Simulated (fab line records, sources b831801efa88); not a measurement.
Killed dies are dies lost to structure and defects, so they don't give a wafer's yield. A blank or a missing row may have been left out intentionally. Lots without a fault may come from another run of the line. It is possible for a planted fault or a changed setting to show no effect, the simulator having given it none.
Code-filled problem report in 8D (eight disciplines) form	flow gf180mcu	the parts of the form that need people (team, actions taken, sign-off) are left out

== 1. THE PROBLEM ==
MVPSD_RS at GF_VT_IMPLANT_RS_MEAS_49 reads a mean of 1181.7 ohm/sq on 1 wafer of 1 lot; wafers without a fault read 1167.6 ohm/sq with a standard deviation of 2.5. Measured from the usual mean, that is +5.6 standard deviations.
The step: measures by four-point-probe.
Seen first at day 14 00:25 on film_metro-03, wafer L702.1. Wafers with a number at this step in the record: 38, from 13 lots. Rule for "out" (also "out of limits"): further than 4 standard deviations from the usual mean. Any other wafer with a number is counted as sound.

== 2. WHAT IT IS; WHAT IT IS NOT ==
question	is	is not
which readings at this step	MVPSD_RS	-
which lots	L702	L680, L681, L682, L683, L684, L685, L687, L688, L690, L691, L692, L693
which wafers of those lots	L702.1	L702.5
read on which gauges	film_metro-03	film_metro-01, film_metro-04
when	from day 14 00:25	up to then (37 sound wafers)

== 3. WHAT RULES OUT EACH SUSPECT ==
Counting: any tool at a process step up to the reading remains a suspect provided it ran every lot that is out. Sound lots after the first of them don't rule it out here, since some wafers of a struck lot are sound.
- the gauge at GF_VT_IMPLANT_RS_MEAS_49: kept. All the wafers that are out were read on film_metro-03, and no step on other tools shows them out.
- implanter-02 at GF_MVPSD_IMPLANT_08: kept. It processed L702, the lot that is out, at day 10 17:10, and its most recent sound lot before then was L691 at day 7 17:47.
- rtp_anneal-01 at GF_VT_IMPLANT_RTA_45 (time 30 s): kept. It processed L702, the lot that is out, at day 13 23:52, and its most recent sound lot before then was L692 at day 11 00:34.
implanter-02 at GF_MVPSD_IMPLANT_08, rtp_anneal-01 at GF_VT_IMPLANT_RTA_45 and film_metro-03 at GF_VT_IMPLANT_RS_MEAS_49 are what is left after counting.

== 4. THE CAUSE (what the simulator had put in) ==
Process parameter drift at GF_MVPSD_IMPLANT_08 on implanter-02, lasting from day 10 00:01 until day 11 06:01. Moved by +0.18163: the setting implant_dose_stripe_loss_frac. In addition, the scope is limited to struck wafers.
3 suspects survive the count, and this tool is in that group.

== 5. SEQUENCE OF EFFECTS, ordered by route ==
Each row: a reading whose mean over the struck wafers that have a number lies more than 3 standard deviations from the usual. Scope: only readings with a usual standard deviation given in the record; hours: median across lots of the time from each lot's start at the first step in this table that gives one to its start at this step; sigmas: change in usual standard deviations.
hours	step	reading	usual	on struck wafers	change	sigmas
0	GF_VT_IMPLANT_RS_MEAS_49	MVPSD_RS	1167.6 ohm/sq	1181.7	+14.1	+5.6

== 6. WHAT WOULD HAVE CAUGHT IT SOONER ==
In this record the first reading out of limits at a measuring or inspecting step was taken at day 14 00:25, 96 hours after the fault began at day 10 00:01.
An alarm limit of 4 standard deviations would not have fired on the tool readings at GF_MVPSD_IMPLANT_08 for which the record gives a usual standard deviation, since none of them was out on any struck wafer.
The start of GF_MVPSD_IMPLANT_08 on implanter-02 came by day 14 00:25 for every one of the lots that are out (1). Tool hold at that time: it would have spared none of them.
